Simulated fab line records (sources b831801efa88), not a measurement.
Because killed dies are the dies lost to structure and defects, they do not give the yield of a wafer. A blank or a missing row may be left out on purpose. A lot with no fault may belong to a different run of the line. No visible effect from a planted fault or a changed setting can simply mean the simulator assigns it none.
fab line records    flow sky130
[record] lots = 24  wafers = 72  lastDay = 50
route steps=708 shown FIELD_ISO@1 DNWELL@44 NWELL@82 PWDE@84 VT_ADJUST_LVTN@107
lots that met no fault: taken from a fault-free run of the same line
startH: start of the lot's first displayed wafer, in hours after the record's first day    waitH: hours since the lot's step before    " same as the row above    L1.1+2: a row that stands for several wafers    - no value, or no start given    * or withheld: withheld    < > ~ a bound
route shown NAME@n: names a module that has steps shown in the file, with the first one's number in the route    usual: mean/standard deviation of fault-free wafers    same: alike in all rows    chamber/n: place in a boat    sites: each site's reading    _std_site: standard deviation of those values    _edge_site: the outer-site mean with the inner-site mean subtracted    radiusMm: for every site, how far away it sits from the centre of the wafer    mask NAME#n: copy n    behind: the last tool/chamber to shape the wafer    hold: the reason the lot was held/the length of the hold in hours/how it ended    device: whichever transistor did not switch (one of n, p or np)    end of line: tests run on the same wafers once the route is complete    a step with no rows: only its recipe    killed: count of dies lost to structure and defects at first sort (not the wafer's yield)    map: a wafer's dies, x killed, . not, _ none there
set.NAME: setting as actually run; set.NAME@STEP: the setting as run at that earlier step    model.NAME: the simulator's own value behind a step, which no gauge read
one table for each step of the route and one row for each wafer, over a sample of lots
[[steps]]
[step SKY_FIELD_ISO_BOW_MEAS_00]
[recipe] mode = bow
[usual] INCOMING_BOW = 0/6.1
lot.wafer  tool          chamber  startH  waitH  INCOMING_BOW[um]
L074.1     filmMetro-04  -        10.00   -      -2
L074.2     "             -        "       "      -2
L074.5     "             -        "       "      -12
L075.1     filmMetro-02  -        15.00   -      -7
L075.2     "             -        "       "      -7
L075.3     "             -        "       "      -5
L076.1     filmMetro-03  -        20.00   -      -3
L076.2     "             -        "       "      -1
L076.4     "             -        "       "      9
L077.3     filmMetro-04  -        25.04   -      -7
L077.5     "             -        "       "      -6
L077.6     "             -        "       "      -12
L078.1     filmMetro-02  -        30.00   -      5
L078.3     "             -        "       "      -4
L078.4     "             -        "       "      -15
L079.2     filmMetro-02  -        35.02   -      3
L079.4     "             -        "       "      9
L079.5     "             -        "       "      -7
L080.2     filmMetro-03  -        40.02   -      1
L080.4     "             -        "       "      -1
L080.5     "             -        "       "      1
L081.1     filmMetro-02  -        45.00   -      -7
L081.3     "             -        "       "      -2
L081.6     "             -        "       "      -1
L082.1     filmMetro-04  -        50.00   -      1
L082.4     "             -        "       "      1
L082.5     "             -        "       "      -3
L083.3     filmMetro-03  -        55.04   -      -12
L083.4     "             -        "       "      10
L083.6     "             -        "       "      -6
L084.3     filmMetro-04  -        60.04   -      1
L084.4     "             -        "       "      11
L084.6     "             -        "       "      2
L085.1     filmMetro-03  -        65.00   -      9
L085.5     "             -        "       "      -6
L085.6     "             -        "       "      2
L086.1     filmMetro-02  -        70.00   -      9
L086.2     "             -        "       "      0
L086.6     "             -        "       "      6
L087.1     filmMetro-04  -        75.00   -      2
L087.2     "             -        "       "      1
L087.6     "             -        "       "      5
L088.1     filmMetro-02  -        80.00   -      1
L088.2     "             -        "       "      -2
L088.5     "             -        "       "      2
L089.1     filmMetro-02  -        85.00   -      -4
L089.4     "             -        "       "      9
L089.5     "             -        "       "      -10
L090.1     filmMetro-03  -        90.00   -      5
L090.2     "             -        "       "      -9
L090.3     "             -        "       "      -7
L091.1     filmMetro-03  -        95.00   -      -6
L091.2     "             -        "       "      -9
L091.4     "             -        "       "      4
L092.1     filmMetro-03  -        100.00  -      5
L092.2     "             -        "       "      2
L092.5     "             -        "       "      -5
L093.2     filmMetro-04  -        105.02  -      -4
L093.3     "             -        "       "      1
L093.6     "             -        "       "      3
L094.3     filmMetro-02  -        110.04  -      3
L094.5     "             -        "       "      1
L094.6     "             -        "       "      3
L095.2     filmMetro-04  -        115.02  -      -4
L095.3     "             -        "       "      5
L095.6     "             -        "       "      4
L096.1     filmMetro-02  -        120.00  -      6
L096.3     "             -        "       "      1
L096.5     "             -        "       "      -7
L097.2     filmMetro-04  -        125.02  -      -7
L097.3     "             -        "       "      4
L097.5     "             -        "       "      9
[step SKY_FIELD_ISO_THK_MEAS_02]
[recipe] reads = SiO2_of_FIELD_ISO_OXIDATION_01
[usual] FIELD_ISO_OXIDATION_00_THK = 11.97/0.26
lot.wafer  tool          chamber  startH  waitH  FIELD_ISO_OXIDATION_00_THK[nm]
L074.1     filmMetro-02  -        12.48   0.0    11.64
L074.2     "             -        "       "      11.71
L074.5     "             -        "       "      11.61
L075.1     filmMetro-04  -        19.98   0.0    11.90
L075.2     "             -        "       "      11.96
L075.3     "             -        "       "      11.79
L076.1     filmMetro-04  -        23.11   0.0    12.19
L076.2     "             -        "       "      11.95
L076.4     "             -        "       "      11.90
L077.3     filmMetro-04  -        28.38   0.0    11.58
L077.5     "             -        "       "      11.75
L077.6     "             -        "       "      11.66
L078.1     filmMetro-02  -        32.44   0.0    12.07
L078.3     "             -        "       "      11.90
L078.4     "             -        "       "      11.77
L079.2     filmMetro-04  -        36.64   0.0    12.13
L079.4     "             -        "       "      12.18
L079.5     "             -        "       "      12.21
L080.2     filmMetro-03  -        42.35   0.0    12.40
L080.4     "             -        "       "      12.41
L080.5     "             -        "       "      12.39
L081.1     filmMetro-02  -        47.69   0.0    11.96
L081.3     "             -        "       "      12.29
L081.6     "             -        "       "      12.12
L082.1     filmMetro-03  -        52.48   0.0    12.02
L082.4     "             -        "       "      11.97
L082.5     "             -        "       "      11.81
L083.3     filmMetro-03  -        56.75   0.0    11.54
L083.4     "             -        "       "      11.46
L083.6     "             -        "       "      11.71
L084.3     filmMetro-04  -        65.13   0.0    12.15
L084.4     "             -        "       "      11.98
L084.6     "             -        "       "      12.22
L085.1     filmMetro-02  -        72.06   0.0    12.41
L085.5     "             -        "       "      12.38
L085.6     "             -        "       "      12.44
L086.1     filmMetro-04  -        72.06   0.0    12.05
L086.2     "             -        "       "      11.95
L086.6     "             -        "       "      11.96
L087.1     filmMetro-02  -        81.18   0.0    12.10
L087.2     "             -        "       "      12.00
L087.6     "             -        "       "      12.28
L088.1     filmMetro-04  -        86.85   0.0    12.02
L088.2     "             -        "       "      11.92
L088.5     "             -        "       "      11.92
L089.1     filmMetro-03  -        86.85   0.0    11.44
L089.4     "             -        "       "      11.54
L089.5     "             -        "       "      11.54
L090.1     filmMetro-02  -        93.40   0.0    12.44
L090.2     "             -        "       "      12.21
L090.3     "             -        "       "      12.34
L091.1     filmMetro-02  -        97.76   0.0    12.09
L091.2     "             -        "       "      12.08
L091.4     "             -        "       "      12.15
L092.1     filmMetro-03  -        102.11  0.0    12.25
L092.2     "             -        "       "      12.39
L092.5     "             -        "       "      12.01
L093.2     filmMetro-03  -        107.43  0.0    12.03
L093.3     "             -        "       "      12.02
L093.6     "             -        "       "      12.14
L094.3     filmMetro-03  -        113.45  0.0    11.61
L094.5     "             -        "       "      11.99
L094.6     "             -        "       "      11.80
L095.2     filmMetro-03  -        117.98  0.0    11.69
L095.3     "             -        "       "      11.45
L095.6     "             -        "       "      11.55
L096.1     filmMetro-02  -        122.13  0.0    11.67
L096.3     "             -        "       "      11.76
L096.5     "             -        "       "      11.73
L097.2     filmMetro-04  -        127.38  0.0    12.35
L097.3     "             -        "       "      12.35
L097.5     "             -        "       "      12.32
[step SKY_DNWELL_TW_MEAS_09]
[usual] DNWELL_TW = 1106/7.1
lot.wafer  tool          chamber  startH  waitH  DNWELL_TW
L074.1     filmMetro-01  -        51.40   0.1    1100
L074.2     "             -        "       "      1095
L074.5     "             -        "       "      1089
L075.1     filmMetro-01  -        59.62   0.1    1098
L075.2     "             -        "       "      1097
L075.3     "             -        "       "      1093
L076.1     filmMetro-03  -        64.45   0.1    1114
L076.2     "             -        "       "      1112
L076.4     "             -        "       "      1111
L077.3     filmMetro-04  -        70.09   0.1    1113
L077.5     "             -        "       "      1119
L077.6     "             -        "       "      1114
L079.2     filmMetro-01  -        82.73   0.1    1105
L079.4     "             -        "       "      1101
L079.5     "             -        "       "      1095
L078.1     filmMetro-01  -        83.07   0.1    1102
L078.3     "             -        "       "      1102
L078.4     "             -        "       "      1106
L080.2     filmMetro-04  -        97.27   0.1    1093
L080.4     "             -        "       "      1102
L080.5     "             -        "       "      1104
L081.1     filmMetro-01  -        97.80   0.1    1103
L081.3     "             -        "       "      1107
L081.6     "             -        "       "      1110
L082.1     filmMetro-04  -        105.45  0.1    1110
L082.4     "             -        "       "      1099
L082.5     "             -        "       "      1102
L083.3     filmMetro-04  -        109.58  0.1    1111
L083.4     "             -        "       "      1110
L083.6     "             -        "       "      1110
L084.3     filmMetro-01  -        116.97  0.1    1102
L084.4     "             -        "       "      1096
L084.6     "             -        "       "      1098
L086.1     filmMetro-03  -        119.91  0.1    1103
L086.2     "             -        "       "      1103
L086.6     "             -        "       "      1104
L085.1     filmMetro-04  -        120.26  0.1    1111
L085.5     "             -        "       "      1103
L085.6     "             -        "       "      1107
L087.1     filmMetro-01  -        124.66  0.1    1118
L087.2     "             -        "       "      1112
L087.6     "             -        "       "      1107
L089.1     filmMetro-04  -        130.75  0.1    1110
L089.4     "             -        "       "      1116
L089.5     "             -        "       "      1117
L088.1     filmMetro-01  -        130.77  0.1    1114
L088.2     "             -        "       "      1110
L088.5     "             -        "       "      1111
L090.1     filmMetro-04  -        140.67  0.1    1113
L090.2     "             -        "       "      1107
L090.3     "             -        "       "      1109
L091.1     filmMetro-03  -        144.82  0.1    1098
L091.2     "             -        "       "      1105
L091.4     "             -        "       "      1112
L092.1     filmMetro-01  -        148.70  0.1    1101
L092.2     "             -        "       "      1104
L092.5     "             -        "       "      1098
L093.2     filmMetro-03  -        154.62  0.1    1100
L093.3     "             -        "       "      1100
L093.6     "             -        "       "      1099
L094.3     filmMetro-01  -        159.23  0.1    1097
L094.5     "             -        "       "      1093
L094.6     "             -        "       "      1092
L095.2     filmMetro-03  -        165.62  0.1    1115
L095.3     "             -        "       "      1118
L095.6     "             -        "       "      1113
L096.1     filmMetro-01  -        170.12  0.1    1121
L096.3     "             -        "       "      1120
L096.5     "             -        "       "      1122
L097.2     filmMetro-03  -        177.33  0.1    1105
L097.3     "             -        "       "      1105
L097.5     "             -        "       "      1105
[step SKY_NWELL_RS_MEAS_29]
[recipe] thkMeasGauge = four-point-probe
[usual] NWELL_RS = 625.2/1.9
lot.wafer  tool          chamber  startH  waitH  NWELL_RS[ohm/sq]
L074.1     filmMetro-01  -        101.63  0.1    625.6
L074.2     "             -        "       "      623.7
L074.5     "             -        "       "      622.6
L075.1     filmMetro-03  -        109.50  0.1    623.1
L075.2     "             -        "       "      623.6
L075.3     "             -        "       "      623.0
L076.1     filmMetro-01  -        114.35  0.1    621.5
L076.2     "             -        "       "      622.8
L076.4     "             -        "       "      623.6
L077.3     filmMetro-04  -        122.08  0.1    623.8
L077.5     "             -        "       "      624.6
L077.6     "             -        "       "      623.1
L079.2     filmMetro-04  -        136.47  0.1    625.7
L079.4     "             -        "       "      624.0
L079.5     "             -        "       "      623.4
L078.1     filmMetro-01  -        136.51  0.1    626.0
L078.3     "             -        "       "      623.5
L078.4     "             -        "       "      623.1
L080.2     filmMetro-01  -        153.12  0.1    623.5
L080.4     "             -        "       "      625.2
L080.5     "             -        "       "      625.5
L081.1     filmMetro-04  -        154.05  0.1    625.6
L081.3     "             -        "       "      624.9
L081.6     "             -        "       "      628.0
L082.1     filmMetro-04  -        162.55  0.1    625.5
L082.4     "             -        "       "      627.7
L082.5     "             -        "       "      629.6
L083.3     filmMetro-01  -        166.79  0.1    625.2
L083.4     "             -        "       "      627.2
L083.6     "             -        "       "      624.0
L084.3     filmMetro-03  -        176.34  0.1    628.0
L084.4     "             -        "       "      628.8
L084.6     "             -        "       "      627.8
L086.1     filmMetro-01  -        180.40  0.1    623.7
L086.2     "             -        "       "      626.4
L086.6     "             -        "       "      624.1
L085.1     filmMetro-04  -        180.46  0.1    625.4
L085.5     "             -        "       "      627.8
L085.6     "             -        "       "      627.4
L087.1     filmMetro-04  -        183.65  0.1    630.0
L087.2     "             -        "       "      628.8
L087.6     "             -        "       "      627.7
L089.1     filmMetro-04  -        192.13  0.1    625.5
L089.4     "             -        "       "      625.6
L089.5     "             -        "       "      624.2
L088.1     filmMetro-04  -        193.16  0.2    623.7
L088.2     "             -        "       "      622.9
L088.5     "             -        "       "      620.1
L090.1     filmMetro-01  -        203.49  0.1    622.3
L090.2     "             -        "       "      624.0
L090.3     "             -        "       "      621.1
L091.1     filmMetro-04  -        207.13  0.1    625.4
L091.2     "             -        "       "      625.6
L091.4     "             -        "       "      626.2
L092.1     filmMetro-04  -        212.30  0.1    627.8
L092.2     "             -        "       "      624.7
L092.5     "             -        "       "      626.4
L093.2     filmMetro-01  -        217.92  0.1    623.8
L093.3     "             -        "       "      623.8
L093.6     "             -        "       "      624.0
L094.3     filmMetro-04  -        224.32  0.1    626.5
L094.5     "             -        "       "      628.1
L094.6     "             -        "       "      625.2
L095.2     filmMetro-01  -        231.50  0.1    625.7
L095.3     "             -        "       "      626.0
L095.6     "             -        "       "      626.9
L096.1     filmMetro-01  -        238.51  0.1    622.1
L096.3     "             -        "       "      624.0
L096.5     "             -        "       "      623.6
L097.2     filmMetro-04  -        246.70  0.1    626.5
L097.3     "             -        "       "      626.3
L097.5     "             -        "       "      628.7
[step SKY_NWELL_RS_MEAS_31]
[recipe] thkMeasGauge = four-point-probe
[usual] PWDE_RS = 5271/17
lot.wafer  tool          chamber  startH  waitH  PWDE_RS[ohm/sq]
L074.1     filmMetro-01  -        101.87  0.1    5253
L074.2     "             -        "       "      5256
L074.5     "             -        "       "      5260
L075.1     filmMetro-03  -        109.74  0.1    5222
L075.2     "             -        "       "      5235
L075.3     "             -        "       "      5229
L076.1     filmMetro-01  -        114.59  0.1    5292
L076.2     "             -        "       "      5268
L076.4     "             -        "       "      5277
L077.3     filmMetro-04  -        122.32  0.1    5281
L077.5     "             -        "       "      5269
L077.6     "             -        "       "      5259
L079.2     filmMetro-04  -        136.71  0.1    5231
L079.4     "             -        "       "      5254
L079.5     "             -        "       "      5252
L078.1     filmMetro-01  -        136.75  0.1    5291
L078.3     "             -        "       "      5284
L078.4     "             -        "       "      5259
L080.2     filmMetro-01  -        153.36  0.1    5304
L080.4     "             -        "       "      5284
L080.5     "             -        "       "      5287
L081.1     filmMetro-04  -        154.29  0.1    5269
L081.3     "             -        "       "      5265
L081.6     "             -        "       "      5266
L082.1     filmMetro-04  -        162.79  0.1    5270
L082.4     "             -        "       "      5288
L082.5     "             -        "       "      5266
L083.3     filmMetro-01  -        167.03  0.1    5281
L083.4     "             -        "       "      5279
L083.6     "             -        "       "      5280
L084.3     filmMetro-03  -        176.58  0.1    5266
L084.4     "             -        "       "      5264
L084.6     "             -        "       "      5290
L086.1     filmMetro-01  -        180.64  0.1    5244
L086.2     "             -        "       "      5260
L086.6     "             -        "       "      5230
L085.1     filmMetro-04  -        180.70  0.1    5267
L085.5     "             -        "       "      5278
L085.6     "             -        "       "      5273
L087.1     filmMetro-04  -        183.89  0.1    5267
L087.2     "             -        "       "      5266
L087.6     "             -        "       "      5279
L089.1     filmMetro-04  -        192.37  0.1    5273
L089.4     "             -        "       "      5290
L089.5     "             -        "       "      5279
L088.1     filmMetro-04  -        193.40  0.1    5278
L088.2     "             -        "       "      5280
L088.5     "             -        "       "      5293
L090.1     filmMetro-01  -        203.73  0.1    5274
L090.2     "             -        "       "      5278
L090.3     "             -        "       "      5261
L091.1     filmMetro-04  -        207.37  0.1    5259
L091.2     "             -        "       "      5285
L091.4     "             -        "       "      5284
L092.1     filmMetro-04  -        212.54  0.1    5289
L092.2     "             -        "       "      5275
L092.5     "             -        "       "      5278
L093.2     filmMetro-01  -        218.16  0.1    5265
L093.3     "             -        "       "      5285
L093.6     "             -        "       "      5290
L094.3     filmMetro-04  -        224.56  0.1    5276
L094.5     "             -        "       "      5279
L094.6     "             -        "       "      5275
L095.2     filmMetro-01  -        231.74  0.1    5255
L095.3     "             -        "       "      5266
L095.6     "             -        "       "      5256
L096.1     filmMetro-01  -        238.75  0.1    5264
L096.3     "             -        "       "      5286
L096.5     "             -        "       "      5284
L097.2     filmMetro-04  -        246.94  0.1    5303
L097.3     "             -        "       "      5305
L097.5     "             -        "       "      5290
[step SKY_VT_ADJUST_LVTN_TW_MEAS_10]
[usual] VT_ADJUST_LVTN_TW = 240.6/1.3
lot.wafer  tool          chamber  startH  waitH  VT_ADJUST_LVTN_TW
L074.1     filmMetro-01  -        138.79  0.1    242.0
L074.2     "             -        "       "      241.7
L074.5     "             -        "       "      240.1
L075.1     filmMetro-02  -        147.59  0.1    243.0
L075.2     "             -        "       "      241.7
L075.3     "             -        "       "      240.5
L076.1     filmMetro-01  -        152.50  0.1    239.3
L076.2     "             -        "       "      238.6
L076.4     "             -        "       "      239.0
L077.3     filmMetro-01  -        160.97  0.1    238.9
L077.5     "             -        "       "      237.8
L077.6     "             -        "       "      239.1
L079.2     filmMetro-02  -        176.21  0.1    240.4
L079.4     "             -        "       "      240.3
L079.5     "             -        "       "      238.8
L078.1     filmMetro-01  -        177.09  0.1    241.4
L078.3     "             -        "       "      241.1
L078.4     "             -        "       "      239.3
L080.2     filmMetro-03  -        194.85  0.1    240.4
L080.4     "             -        "       "      241.2
L080.5     "             -        "       "      241.0
L081.1     filmMetro-01  -        195.19  0.1    239.4
L081.3     "             -        "       "      239.8
L081.6     "             -        "       "      239.1
L082.1     filmMetro-02  -        205.19  0.1    240.6
L082.4     "             -        "       "      240.3
L082.5     "             -        "       "      241.0
L083.3     filmMetro-03  -        209.97  0.1    241.1
L083.4     "             -        "       "      240.4
L083.6     "             -        "       "      241.5
L084.3     filmMetro-01  -        221.27  0.1    239.9
L084.4     "             -        "       "      240.6
L084.6     "             -        "       "      240.6
L086.1     filmMetro-03  -        224.14  0.1    239.6
L086.2     "             -        "       "      240.0
L086.6     "             -        "       "      240.1
L085.1     filmMetro-02  -        224.49  0.1    241.5
L085.5     "             -        "       "      241.7
L085.6     "             -        "       "      242.1
L087.1     filmMetro-03  -        229.10  0.1    240.2
L087.2     "             -        "       "      239.8
L087.6     "             -        "       "      239.5
L089.1     filmMetro-02  -        237.95  0.1    242.0
L089.4     "             -        "       "      241.6
L089.5     "             -        "       "      242.6
L088.1     filmMetro-01  -        239.55  0.1    239.5
L088.2     "             -        "       "      239.9
L088.5     "             -        "       "      239.6
L090.1     filmMetro-01  -        250.95  0.1    242.5
L090.2     "             -        "       "      242.7
L090.3     "             -        "       "      242.1
L091.1     filmMetro-01  -        254.49  0.1    242.4
L091.2     "             -        "       "      242.9
L091.4     "             -        "       "      241.4
L092.1     filmMetro-03  -        259.70  0.1    239.4
L092.2     "             -        "       "      239.6
L092.5     "             -        "       "      239.7
L093.2     filmMetro-02  -        266.42  0.1    240.0
L093.3     "             -        "       "      238.9
L093.6     "             -        "       "      239.6
L094.3     filmMetro-03  -        273.57  0.1    243.7
L094.5     "             -        "       "      241.8
L094.6     "             -        "       "      242.2
L095.2     filmMetro-03  -        280.31  0.1    241.6
L095.3     "             -        "       "      243.2
L095.6     "             -        "       "      242.5
L096.1     filmMetro-02  -        288.18  0.1    238.4
L096.3     "             -        "       "      238.6
L096.5     "             -        "       "      239.0
L097.2     filmMetro-03  -        296.91  0.1    241.8
L097.3     "             -        "       "      241.9
L097.5     "             -        "       "      240.9
[[key]]
fault none
